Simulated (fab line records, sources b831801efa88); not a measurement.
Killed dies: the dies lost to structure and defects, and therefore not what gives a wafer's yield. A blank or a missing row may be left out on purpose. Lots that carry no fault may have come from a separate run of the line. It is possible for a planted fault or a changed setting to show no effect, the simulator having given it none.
fab line records	flow sky130
record lots=12	wafers=36	last_day=50
route steps=708 shown METAL3@569 VIA4@657 METAL5@665 PAD_OPEN@707
lots that met no fault: from a run of the same line without faults
start_h: start of the lot's first displayed wafer, in hours after the record's first day	wait_h: hours since the lot's step before	" unchanged from the row above	L1.1+2: several wafers, shown together as one row	- no value, or no start was given	* or withheld: withheld	< > ~ a bound
route shown NAME@n: NAME is a module with steps in the file, n the number in the route of the first one	usual: mean and standard deviation over wafers with no fault	same: alike in all rows	chamber/n: place in a boat	sites: readings site by site	_std_site: their standard deviation	_edge_site: mean of outer sites minus mean of inner sites	radius_mm: for every site, how far away it sits from the centre of the wafer	mask NAME#n: copy n	behind: the tool/chamber that last shaped the wafer	hold: reason for holding the lot/hours on hold/outcome of the hold	device: which transistor (n, p or np) failed to switch	end of line: tests of these same wafers at the route's end	a step given without rows: its recipe and nothing more	killed: at the first sort, the dies lost to defects and structure; wafer yield is something else	map: the dies of a wafer, with x for killed, . for not killed, _ for no die there
set.NAME: setting as actually run; set.NAME@STEP: the setting as run at that earlier step	model.NAME: the simulator's own value behind a step, which no gauge read
steps of the route over a sample of lots; a table a step, a row a wafer
services: when a tool's chamber went out of use (start_h, in hours from the record's first day, below 0 if earlier), for how many hours, and the reason
## steps
# step SKY_METAL3_STRIP_19
# recipe chemistry=O2/N2	power_w=1400	pressure_mtorr=1500	platen_temp_c=withheld	o2_flow_sccm=3000	n2_flow_sccm=300	overash_fraction=0.5
# usual drypump_motor_current_A=5.7/0.39	o2_flow_sccm=3000/8.2	oes_product_au=0.507/0.0065	strip_time_to_endpoint_s=6.66/0.12
lot.wafer	tool	chamber	start_h	wait_h	drypump_motor_current_A	o2_flow_sccm	oes_product_au	rf_hours_counter_h	strip_time_to_endpoint_s
L578.2	plasma_asher-01	1	911.33	0.2	5.4	3006	0.511	76	6.67
L578.3	"	1	"	"	5.4	3001	0.505	-	6.68
L578.6	"	0	"	"	5.9	2976	0.511	-	6.68
L580.1	plasma_asher-04	0	928.77	0.1	6.1	2991	0.495	113	6.33
L580.2	"	1	"	"	4.9	3015	0.504	113	6.65
L580.4	"	1	"	"	4.9	3015	0.504	-	6.69
L581.2	plasma_asher-03	1	944.74	0.1	5.8	3001	0.499	51	6.52
L581.3	"	0	"	"	6.0	2994	0.502	-	6.50
L581.6	"	0	"	"	6.1	2995	0.508	-	6.79
L583.1	plasma_asher-03	1	956.31	0.3	5.8	2995	0.499	52	6.56
L583.3	"	0	"	"	6.1	2993	0.497	-	6.53
L583.4	"	1	"	"	5.8	2996	0.497	-	6.50
L585.1	plasma_asher-01	1	972.06	0.1	5.5	2996	0.505	82	6.72
L585.2	"	0	"	"	6.0	3007	0.510	82	6.57
L585.3	"	1	"	"	5.5	2991	0.512	-	6.59
L586.1	plasma_asher-01	1	990.91	0.1	5.5	3003	0.513	84	6.84
L586.2	"	0	"	"	5.9	2996	0.506	84	6.58
L586.3	"	0	"	"	6.0	3002	0.509	-	6.81
L587.1	plasma_asher-01	0	996.63	0.1	6.0	2992	0.506	85	6.69
L587.3	"	0	"	"	5.9	2997	0.508	-	6.71
L587.6	"	0	"	"	6.0	2996	0.510	-	6.71
L591.2	plasma_asher-01	0	1012.83	0.1	5.9	2997	0.507	86	6.55
L591.4	"	0	"	"	6.0	3007	0.506	-	6.63
L591.5	"	1	"	"	5.5	2986	0.517	-	6.90
L592.1	plasma_asher-01	0	1015.82	0.1	6.0	2995	0.512	87	6.65
L592.3	"	0	"	"	6.0	2996	0.510	-	6.87
L592.6	"	0	"	"	6.0	2981	0.515	-	6.91
L593.1	plasma_asher-01	1	1024.57	0.1	5.4	3004	0.500	88	6.54
L593.2	"	0	"	"	6.0	3001	0.508	88	6.64
L593.3	"	1	"	"	5.5	2998	0.508	-	6.56
L594.2	plasma_asher-01	0	1025.06	0.1	6.0	3008	0.506	88	6.55
L594.4	"	1	"	"	5.4	3000	0.503	-	6.74
L594.6	"	0	"	"	5.9	3021	0.506	-	6.66
L601.1	plasma_asher-04	1	1068.33	0.1	4.9	2991	0.504	0	6.68
L601.4	"	0	"	"	6.1	2998	0.508	-	6.85
L601.5	"	1	"	"	4.9	3007	0.520	-	6.82
# step SKY_VIA4_CVD_18
# recipe material=W	target_thk_nm=505	time_s=152.14	temp_c=400	pressure_torr=40
# usual chamber_pressure_Torr=39.99/0.096	heater_power_w=965/48
lot.wafer	tool	chamber	start_h	wait_h	chamber_pressure_Torr	heater_power_w
L578.2	cvd_w-01	1	1016.37	0.0	40.15	1025
L578.3	"	0	"	"	39.98	979
L578.6	"	1	"	"	40.02	1007
L580.1	cvd_w-02	0	1030.99	0.0	39.92	957
L580.2	"	1	"	"	39.91	898
L580.4	"	1	"	"	40.06	881
L581.2	cvd_w-01	0	1044.83	0.0	39.93	1009
L581.3	"	1	"	"	40.14	1005
L581.6	"	0	"	"	39.78	988
L583.1	cvd_w-02	1	1055.84	0.0	39.97	904
L583.3	"	0	"	"	40.00	940
L583.4	"	1	"	"	39.97	886
L585.1	cvd_w-02	0	1069.55	0.0	39.90	963
L585.2	"	1	"	"	40.10	911
L585.3	"	0	"	"	39.94	955
L586.1	cvd_w-02	1	1086.63	0.0	40.08	927
L586.2	"	0	"	"	39.99	965
L586.3	"	0	"	"	39.92	940
L587.1	cvd_w-01	1	1092.70	0.0	39.91	982
L587.3	"	0	"	"	40.11	995
L587.6	"	0	"	"	40.08	985
L591.2	cvd_w-01	0	1105.67	0.0	39.97	1008
L591.4	"	0	"	"	40.08	1030
L591.5	"	0	"	"	40.09	1023
L592.1	cvd_w-01	0	1107.65	0.0	39.99	1027
L592.3	"	1	"	"	40.00	1047
L592.6	"	0	"	"	39.94	1003
L593.1	cvd_w-01	1	1118.01	0.0	40.05	1018
L593.2	"	0	"	"	39.97	1031
L593.3	"	0	"	"	39.96	985
L594.2	cvd_w-02	0	1119.30	0.0	39.93	949
L594.4	"	1	"	"	40.00	889
L594.6	"	0	"	"	40.09	978
L601.1	cvd_w-02	1	1154.40	0.0	40.03	936
L601.4	"	0	"	"	40.14	958
L601.5	"	0	"	"	39.94	982
# step SKY_METAL5_SPUTTER_04
# recipe material=TiN	target_thk_nm=70	power_w=6500	time_s=58.3	chamber_pressure_pa=0.4
# usual throttle_valve_pct=29.9/0.86
lot.wafer	tool	chamber	start_h	wait_h	throttle_valve_pct
L578.2	pvd_sputter-01	-	1017.40	0.0	30.5
L578.3	"	-	"	"	28.8
L578.6	"	-	"	"	30.6
L580.1	pvd_sputter-02	-	1031.74	0.0	31.6
L580.2	"	-	"	"	28.7
L580.4	"	-	"	"	30.5
L581.2	pvd_sputter-02	-	1045.58	0.0	31.1
L581.3	"	-	"	"	28.5
L581.6	"	-	"	"	28.4
L583.1	pvd_sputter-01	-	1056.77	0.0	29.5
L583.3	"	-	"	"	30.4
L583.4	"	-	"	"	30.6
L585.1	pvd_sputter-04	-	1070.30	0.0	30.6
L585.2	"	-	"	"	29.4
L585.3	"	-	"	"	30.1
L586.1	pvd_sputter-02	-	1087.72	0.0	30.8
L586.2	"	-	"	"	31.0
L586.3	"	-	"	"	28.1
L587.1	pvd_sputter-01	-	1093.50	0.0	30.5
L587.3	"	-	"	"	30.3
L587.6	"	-	"	"	30.6
L591.2	pvd_sputter-01	-	1106.42	0.0	30.5
L591.4	"	-	"	"	28.6
L591.5	"	-	"	"	29.5
L592.1	pvd_sputter-01	-	1108.40	0.0	29.6
L592.3	"	-	"	"	29.0
L592.6	"	-	"	"	29.3
L593.1	pvd_sputter-04	-	1118.76	0.0	28.9
L593.2	"	-	"	"	30.2
L593.3	"	-	"	"	29.6
L594.2	pvd_sputter-01	-	1120.05	0.0	30.5
L594.4	"	-	"	"	30.6
L594.6	"	-	"	"	29.0
L601.1	pvd_sputter-02	-	1155.15	0.0	30.7
L601.4	"	-	"	"	28.4
L601.5	"	-	"	"	30.6
# step SKY_PAD_OPEN_BOW_MEAS_13
# recipe mode=bow
# usual PAD_OPEN_BOW=47/8.7
lot.wafer	tool	chamber	start_h	wait_h	PAD_OPEN_BOW[um]
L578.2	film_metro-01	-	1086.13	-	29
L578.3	"	-	"	"	26
L578.6	"	-	"	"	40
L580.1	film_metro-01	-	1099.92	-	43
L580.2	"	-	"	"	52
L580.4	"	-	"	"	45
L581.2	film_metro-01	-	1112.04	-	45
L581.3	"	-	"	"	41
L581.6	"	-	"	"	27
L583.1	film_metro-04	-	1123.52	-	38
L583.3	"	-	"	"	37
L583.4	"	-	"	"	48
L585.1	film_metro-01	-	1136.04	-	46
L585.2	"	-	"	"	49
L585.3	"	-	"	"	61
L586.1	film_metro-03	-	1151.98	-	60
L586.2	"	-	"	"	47
L586.3	"	-	"	"	35
L587.1	film_metro-01	-	1156.56	-	42
L587.3	"	-	"	"	38
L587.6	"	-	"	"	44
L591.2	film_metro-03	-	1167.12	-	47
L591.4	"	-	"	"	26
L591.5	"	-	"	"	33
L592.1	film_metro-04	-	1169.85	-	53
L592.3	"	-	"	"	53
L592.6	"	-	"	"	53
L593.1	film_metro-04	-	1179.03	-	51
L593.2	"	-	"	"	55
L593.3	"	-	"	"	64
L594.2	film_metro-03	-	1180.20	-	55
L594.4	"	-	"	"	45
L594.6	"	-	"	"	47
L601.1	film_metro-04	-	1209.32	-	41
L601.4	"	-	"	"	54
L601.5	"	-	"	"	48
# step SKY_PAD_OPEN_PROBE_99
# usual defect_limited_yield=82.0/1.9	killed_at_M0_to_M3=46/6.7	killed_at_M4_up=3.3/2	killed_at_contacts=24/5.4	killed_at_front_end=15/4.3	killed_at_other=0.4/0.64	killed_dies=89/9.1	killed_open=48/7.2	killed_short=40/6.3	sort_bin_3_pad_short=0.9/0.42	sort_bin_5_function=10.8/1.5	sort_bin_6_memory=6.4/1.1	sort_n_pass=403/9.1	sort_yield_pct=82.0/1.9
# same gross_dies=492	killed_at_back_side=0	sort_bin_4_leakage[%]=0	sort_bin_8_speed[%]=0
lot.wafer	tool	chamber	start_h	wait_h	defect_limited_yield[%]	killed_at_M0_to_M3	killed_at_M4_up	killed_at_contacts	killed_at_front_end	killed_at_other	killed_dies	killed_open	killed_short	sort_bin_3_pad_short[%]	sort_bin_5_function[%]	sort_bin_6_memory[%]	sort_n_pass	sort_yield_pct[%]
L578.2	prober-01	-	1086.28	0.1	81.1	55	1	21	15	1	93	52	41	1.0	12.0	5.9	399	81.1
L578.3	prober-01	-	1086.33	0.2	82.3	40	5	25	16	1	87	46	41	0.6	11.8	5.3	405	82.3
L578.6	prober-01	-	1086.48	0.2	80.1	51	2	22	23	0	98	51	46	1.2	11.0	7.7	394	80.1
L580.1	prober-01	-	1100.04	0.1	85.6	32	5	17	16	1	71	38	32	1.0	7.1	6.3	421	85.6
L580.2	prober-01	-	1100.09	0.1	82.9	40	1	22	20	1	84	45	38	0.6	11.6	4.9	408	82.9
L580.4	prober-01	-	1100.19	0.2	83.3	36	6	20	20	0	82	48	34	0.6	10.4	5.7	410	83.3
L581.2	prober-02	-	1112.19	0.1	85.0	30	1	32	11	0	74	43	31	1.0	8.5	5.5	418	85.0
L581.3	prober-02	-	1112.24	0.2	79.9	51	2	19	26	1	99	59	39	1.4	9.8	8.9	393	79.9
L581.6	prober-02	-	1112.39	0.2	79.5	48	5	31	17	0	101	53	48	1.0	9.8	9.8	391	79.5
L583.1	prober-01	-	1123.64	0.1	79.1	59	2	27	15	0	103	62	41	1.4	11.0	8.5	389	79.1
L583.3	prober-01	-	1123.74	0.2	79.5	45	8	31	17	0	101	50	51	2.2	12.8	5.5	391	79.5
L583.4	prober-01	-	1123.79	0.2	79.9	53	6	25	14	1	99	52	47	0.8	11.8	7.5	393	79.9
L585.1	prober-01	-	1136.16	0.1	83.9	32	1	30	16	0	79	40	39	0.6	10.4	5.1	413	83.9
L585.2	prober-01	-	1136.21	0.1	85.0	37	0	28	8	1	74	50	24	0.4	8.5	6.1	418	85.0
L585.3	prober-01	-	1136.26	0.2	79.9	47	2	36	14	0	99	60	39	0	12.4	7.7	393	79.9
L586.1	prober-02	-	1152.10	0.1	85.4	38	2	16	16	0	72	36	36	0.6	9.1	4.9	420	85.4
L586.2	prober-02	-	1152.15	0.1	80.7	58	1	19	17	0	95	53	41	1.0	11.2	7.1	397	80.7
L586.3	prober-02	-	1152.20	0.2	80.5	51	2	27	15	1	96	52	44	0.6	12.4	6.5	396	80.5
L587.1	prober-01	-	1156.68	0.1	80.1	42	4	35	17	0	98	61	37	0.4	11.8	7.7	394	80.1
L587.3	prober-01	-	1156.78	0.2	82.7	41	1	29	13	1	85	50	35	1.2	11.0	5.1	407	82.7
L587.6	prober-01	-	1156.93	0.2	81.7	47	2	24	17	0	90	41	49	1.2	11.4	5.7	402	81.7
L591.2	prober-01	-	1167.27	0.1	79.9	46	1	27	25	0	99	61	37	0.4	12.4	7.3	393	79.9
L591.4	prober-01	-	1167.37	0.2	83.5	42	4	18	17	0	81	42	39	1.0	9.8	5.7	411	83.5
L591.5	prober-01	-	1167.42	0.2	80.1	58	8	21	11	0	98	43	55	1.8	11.2	6.9	394	80.1
L592.1	prober-02	-	1169.97	0.1	75.6	75	5	23	17	0	120	52	35	1.0	16.3	7.1	372	75.6
L592.3	prober-02	-	1170.07	0.2	76.8	75	3	21	14	1	114	41	46	2.0	12.6	8.5	378	76.8
L592.6	prober-02	-	1170.22	0.2	78.7	66	2	16	21	0	105	41	36	2.2	13.6	5.5	387	78.7
L593.1	prober-01	-	1179.15	0.1	79.3	65	2	20	14	1	102	40	41	2.0	12.8	5.9	390	79.3
L593.2	prober-01	-	1179.20	0.1	79.1	62	5	21	15	0	103	42	36	1.2	13.6	6.1	389	79.1
L593.3	prober-01	-	1179.25	0.2	79.9	69	5	17	8	0	99	42	35	2.4	12.6	5.1	393	79.9
L594.2	prober-01	-	1180.35	0.1	75.6	69	7	24	20	0	120	46	43	0.8	16.9	6.7	372	75.6
L594.4	prober-01	-	1180.45	0.2	79.1	60	2	24	17	0	103	50	31	1.4	13.4	6.1	389	79.1
L594.6	prober-01	-	1180.55	0.2	78.0	70	5	21	12	0	108	37	42	1.6	14.0	6.3	384	78.0
L601.1	prober-02	-	1209.44	0.1	78.3	67	5	23	12	0	107	63	44	1.4	11.0	9.3	385	78.3
L601.4	prober-02	-	1209.59	0.2	84.8	37	1	23	14	0	75	45	30	1.2	8.9	5.1	417	84.8
L601.5	prober-02	-	1209.64	0.2	81.9	43	5	23	18	0	89	47	42	1.0	11.4	5.7	403	81.9
# killed by level:class
L578.2 VIA2:geometric_particle:open=16 VIA1:geometric_particle:open=12 CONTACT:geometric_particle:short=9 VIA1:geometric_particle:short=9 CONTACT:geometric_particle:open=6 METAL1:geometric_particle:short=6 FIELD_ISO:geometric_particle:short=4 FIELD_ISO:geometric_particle:open=3
L578.3 VIA1:geometric_particle:open=12 CONTACT:geometric_particle:short=8 VIA2:geometric_particle:open=7 CONTACT:geometric_particle:open=6 FIELD_ISO:geometric_particle:short=5 LI_CONTACT:geometric_particle:open=5 LOCAL_INTERCONNECT:geometric_particle:short=4 VIA1:geometric_particle:short=4
L578.6 VIA1:geometric_particle:open=10 VIA1:geometric_particle:short=10 FIELD_ISO:geometric_particle:open=9 CONTACT:geometric_particle:open=9 METAL2:geometric_particle:short=8 VIA2:geometric_particle:open=8 LI_CONTACT:geometric_particle:open=6 POLY_GATE:geometric_particle:short=5
L580.1 VIA1:geometric_particle:open=8 FIELD_ISO:geometric_particle:short=7 LI_CONTACT:geometric_particle:open=7 POLY_GATE:geometric_particle:open=6 VIA2:geometric_particle:open=6 CONTACT:geometric_particle:open=5 METAL2:geometric_particle:short=4 METAL1:geometric_particle:short=4
L580.2 CONTACT:geometric_particle:open=9 VIA3:geometric_particle:open=9 VIA2:geometric_particle:open=8 FIELD_ISO:geometric_particle:short=6 POLY_GATE:geometric_particle:short=6 LI_CONTACT:geometric_particle:open=6 VIA1:geometric_particle:open=5 LOCAL_INTERCONNECT:geometric_particle:short=4
L580.4 VIA2:geometric_particle:open=8 LI_CONTACT:geometric_particle:open=7 VIA1:geometric_particle:open=7 VIA3:geometric_particle:open=7 CONTACT:geometric_particle:open=6 POLY_GATE:geometric_particle:short=5 METAL2:geometric_particle:short=5 FIELD_ISO:geometric_particle:short=4
L581.2 LI_CONTACT:geometric_particle:open=10 CONTACT:geometric_particle:open=9 VIA1:geometric_particle:short=6 VIA3:geometric_particle:open=5 LOCAL_INTERCONNECT:geometric_particle:short=5 FIELD_ISO:geometric_particle:open=4 LOCAL_INTERCONNECT:geometric_particle:open=4 POLY_GATE:geometric_particle:open=3
L581.3 CONTACT:geometric_particle:open=12 VIA1:geometric_particle:open=11 FIELD_ISO:geometric_particle:short=10 FIELD_ISO:geometric_particle:open=10 VIA3:geometric_particle:open=9 METAL1:geometric_particle:short=5 METAL2:geometric_particle:short=5 VIA3:geometric_particle:short=5
L581.6 CONTACT:geometric_particle:open=10 VIA2:geometric_particle:open=10 LI_CONTACT:geometric_particle:open=9 METAL1:geometric_particle:short=9 VIA1:geometric_particle:open=8 VIA3:geometric_particle:short=7 FIELD_ISO:geometric_particle:short=6 LOCAL_INTERCONNECT:geometric_particle:short=4
L583.1 VIA1:geometric_particle:open=19 CONTACT:geometric_particle:open=8 CONTACT:geometric_particle:short=7 VIA3:geometric_particle:open=7 METAL2:geometric_particle:short=7 METAL1:geometric_particle:short=5 VIA2:geometric_particle:open=5 FIELD_ISO:geometric_particle:open=3
L583.3 CONTACT:geometric_particle:open=11 LI_CONTACT:geometric_particle:open=10 VIA1:geometric_particle:open=10 METAL4:geometric_particle:short=8 METAL2:geometric_particle:short=7 VIA2:geometric_particle:open=7 FIELD_ISO:geometric_particle:short=5 POLY_GATE:geometric_particle:short=5
L583.4 VIA1:geometric_particle:open=14 VIA2:geometric_particle:open=11 CONTACT:geometric_particle:open=7 FIELD_ISO:geometric_particle:short=6 LI_CONTACT:geometric_particle:open=6 METAL1:geometric_particle:short=6 VIA1:geometric_particle:short=6 FIELD_ISO:geometric_particle:open=5
L585.1 LI_CONTACT:geometric_particle:open=13 FIELD_ISO:geometric_particle:short=8 VIA2:geometric_particle:open=7 CONTACT:geometric_particle:short=6 VIA1:geometric_particle:open=5 CONTACT:geometric_particle:open=5 VIA3:geometric_particle:open=5 LOCAL_INTERCONNECT:geometric_particle:short=4
L585.2 CONTACT:geometric_particle:open=11 LI_CONTACT:geometric_particle:open=10 VIA1:geometric_particle:open=8 VIA2:geometric_particle:open=8 METAL1:geometric_particle:short=7 VIA3:geometric_particle:open=5 POLY_GATE:geometric_particle:open=4 CONTACT:geometric_particle:short=3
L585.3 CONTACT:geometric_particle:open=15 VIA3:geometric_particle:open=11 VIA2:geometric_particle:open=9 LI_CONTACT:geometric_particle:open=7 METAL2:geometric_particle:short=7 CONTACT:geometric_particle:short=6 POLY_GATE:geometric_particle:open=5 LOCAL_INTERCONNECT:geometric_particle:short=5
L586.1 VIA3:geometric_particle:open=10 METAL1:geometric_particle:short=7 FIELD_ISO:geometric_particle:short=6 LI_CONTACT:geometric_particle:open=5 CONTACT:geometric_particle:open=5 POLY_GATE:geometric_particle:open=4 VIA1:geometric_particle:open=4 POLY_GATE:geometric_particle:short=3
L586.2 VIA3:geometric_particle:open=13 CONTACT:geometric_particle:open=12 VIA1:geometric_particle:open=9 METAL1:geometric_particle:short=7 VIA2:geometric_particle:open=6 FIELD_ISO:geometric_particle:open=5 METAL2:geometric_particle:short=5 VIA3:geometric_particle:short=5
L586.3 VIA1:geometric_particle:open=10 CONTACT:geometric_particle:open=9 METAL1:geometric_particle:short=8 LI_CONTACT:geometric_particle:open=7 VIA2:geometric_particle:open=7 POLY_GATE:geometric_particle:open=6 LOCAL_INTERCONNECT:geometric_particle:short=6 VIA3:geometric_particle:short=6
L587.1 CONTACT:geometric_particle:open=14 LI_CONTACT:geometric_particle:open=11 FIELD_ISO:geometric_particle:open=9 VIA1:geometric_particle:open=9 VIA3:geometric_particle:open=9 VIA3:geometric_particle:short=5 METAL4:geometric_particle:short=4 FIELD_ISO:geometric_particle:short=3
L587.3 VIA1:geometric_particle:open=11 CONTACT:geometric_particle:open=10 LI_CONTACT:geometric_particle:open=7 VIA2:geometric_particle:open=6 VIA3:geometric_particle:short=6 VIA3:geometric_particle:open=5 LOCAL_INTERCONNECT:geometric_particle:short=4 CONTACT:geometric_particle:short=4
L587.6 METAL1:geometric_particle:short=9 CONTACT:geometric_particle:open=8 LI_CONTACT:geometric_particle:open=7 VIA1:geometric_particle:open=7 FIELD_ISO:geometric_particle:short=6 METAL2:geometric_particle:short=6 VIA2:geometric_particle:open=5 CONTACT:geometric_particle:short=5
L591.2 VIA1:geometric_particle:open=19 LI_CONTACT:geometric_particle:open=11 POLY_GATE:geometric_particle:open=9 CONTACT:geometric_particle:open=9 FIELD_ISO:geometric_particle:short=5 LOCAL_INTERCONNECT:geometric_particle:short=5 VIA1:geometric_particle:short=5 METAL2:geometric_particle:short=5
L591.4 VIA1:geometric_particle:open=8 CONTACT:geometric_particle:open=6 METAL2:geometric_particle:short=6 VIA3:geometric_particle:open=6 VIA2:geometric_particle:open=5 VIA1:geometric_particle:short=5 METAL3:geometric_particle:short=5 FIELD_ISO:geometric_particle:open=4
L591.5 VIA1:geometric_particle:open=10 METAL2:geometric_particle:short=9 CONTACT:geometric_particle:open=8 VIA2:geometric_particle:open=8 VIA2:geometric_particle:short=6 METAL4:geometric_particle:short=5 VIA1:geometric_particle:short=5 METAL2:geometric_particle:open=4
L592.1 METAL3:unspecified=33 CONTACT:geometric_particle:open=12 VIA2:geometric_particle:open=9 VIA1:geometric_particle:open=9 METAL2:geometric_particle:short=6 FIELD_ISO:geometric_particle:short=5 VIA1:geometric_particle:short=5 VIA3:geometric_particle:open=5
L592.3 METAL3:unspecified=27 VIA1:geometric_particle:open=10 METAL1:geometric_particle:short=8 CONTACT:geometric_particle:open=7 VIA2:geometric_particle:open=6 LI_CONTACT:geometric_particle:open=5 METAL2:geometric_particle:short=5 CONTACT:geometric_particle:short=4
L592.6 METAL3:unspecified=28 FIELD_ISO:geometric_particle:open=9 VIA2:geometric_particle:open=8 CONTACT:geometric_particle:open=7 METAL2:geometric_particle:short=7 FIELD_ISO:geometric_particle:short=6 VIA1:geometric_particle:open=5 LI_CONTACT:geometric_particle:open=4
L593.1 METAL3:unspecified=21 VIA1:geometric_particle:short=9 VIA3:geometric_particle:open=8 CONTACT:geometric_particle:open=7 VIA1:geometric_particle:open=6 VIA2:geometric_particle:open=6 CONTACT:geometric_particle:short=5 POLY_GATE:geometric_particle:short=4
L593.2 METAL3:unspecified=25 VIA1:geometric_particle:open=12 POLY_GATE:geometric_particle:open=6 LI_CONTACT:geometric_particle:open=6 CONTACT:geometric_particle:short=6 CONTACT:geometric_particle:open=6 VIA1:geometric_particle:short=6 VIA2:geometric_particle:open=6
L593.3 METAL3:unspecified=22 VIA1:geometric_particle:open=13 CONTACT:geometric_particle:open=6 METAL2:geometric_particle:short=6 VIA3:geometric_particle:open=6 LI_CONTACT:geometric_particle:open=5 METAL1:geometric_particle:short=5 CONTACT:geometric_particle:short=4
L594.2 METAL3:unspecified=31 VIA1:geometric_particle:open=8 FIELD_ISO:geometric_particle:open=6 LI_CONTACT:geometric_particle:open=6 LOCAL_INTERCONNECT:geometric_particle:short=6 VIA3:geometric_particle:open=6 VIA2:geometric_particle:open=5 CONTACT:geometric_particle:open=5
L594.4 METAL3:unspecified=22 VIA1:geometric_particle:open=8 VIA3:geometric_particle:open=7 FIELD_ISO:geometric_particle:open=6 LOCAL_INTERCONNECT:geometric_particle:open=6 VIA2:geometric_particle:open=6 LI_CONTACT:geometric_particle:open=5 LOCAL_INTERCONNECT:geometric_particle:short=5
L594.6 METAL3:unspecified=29 VIA1:geometric_particle:open=10 METAL2:geometric_particle:short=8 LI_CONTACT:geometric_particle:open=8 POLY_GATE:geometric_particle:short=7 CONTACT:geometric_particle:open=6 VIA1:geometric_particle:short=4 VIA3:geometric_particle:short=4
L601.1 VIA1:geometric_particle:open=17 VIA3:geometric_particle:open=15 METAL2:geometric_particle:short=9 CONTACT:geometric_particle:open=8 VIA2:geometric_particle:open=7 LI_CONTACT:geometric_particle:open=6 CONTACT:geometric_particle:short=6 VIA1:geometric_particle:short=6
L601.4 CONTACT:geometric_particle:open=11 VIA1:geometric_particle:open=9 METAL1:geometric_particle:short=8 CONTACT:geometric_particle:short=6 VIA3:geometric_particle:open=6 LI_CONTACT:geometric_particle:open=4 POLY_GATE:geometric_particle:short=3 VIA2:geometric_particle:open=3
L601.5 VIA1:geometric_particle:open=11 CONTACT:geometric_particle:open=7 POLY_GATE:geometric_particle:open=6 LI_CONTACT:geometric_particle:open=6 VIA3:geometric_particle:open=6 VIA3:geometric_particle:short=6 LOCAL_INTERCONNECT:geometric_particle:short=5 VIA1:geometric_particle:short=5
## services
tool	chamber	start_h	hours	kind
pvd_sputter-01	-	897.08	3.7	repair
plasma_asher-03	-	900.15	2.8	pm
cvd_w-02	-	904.00	14.0	pm
cvd_w-02	0	904.00	14.0	vent_cycle
plasma_asher-03	-	920.68	1.0	repair
pvd_sputter-04	-	927.74	6.3	repair
plasma_asher-01	-	931.62	1.1	repair
cvd_w-02	-	946.05	14.6	pm
plasma_asher-04	-	975.90	1.7	repair
plasma_asher-04	-	991.81	4.0	repair
pvd_sputter-04	-	1021.23	0.9	repair
plasma_asher-04	-	1029.24	0.6	repair
plasma_asher-04	-	1046.59	2.1	repair
cvd_w-01	1	1054.94	12.5	repair
plasma_asher-04	-	1055.25	9.0	pm
pvd_sputter-01	-	1073.97	2.6	repair
plasma_asher-01	-	1077.46	1.1	repair
cvd_w-02	-	1082.18	0.4	repair
plasma_asher-03	-	1087.81	0.7	repair
pvd_sputter-02	-	1098.74	11.5	repair
pvd_sputter-02	-	1104.16	4.2	repair
pvd_sputter-01	-	1111.15	2.8	repair
plasma_asher-03	-	1126.52	24.6	repair
cvd_w-01	-	1131.09	14.6	pm
## key
first_sign step=SKY_PAD_OPEN_PROBE_99	reading=killed_at_M0_to_M3	direction=up	sigmas=3.3	usual=46	struck=68
effect step=SKY_PAD_OPEN_PROBE_99	reading=sort_bin_5_function	direction=up	sigmas=2.2	usual=10.8	struck=14.0	wafers_moved=6
met_at SKY_METAL3_STRIP_19
struck_lots L592,L593,L594
not_acting_at SKY_VIA4_CVD_18,SKY_METAL5_SPUTTER_04,SKY_PAD_OPEN_BOW_MEAS_13
onset_between 1012.83 1015.82
fault kind=chamber_particle_source	tool=plasma_asher-01	chamber=-	onset_h=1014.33	steps=SKY_METAL3_STRIP_19	rate_per_visit_cm2=0.53322	end_h=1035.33
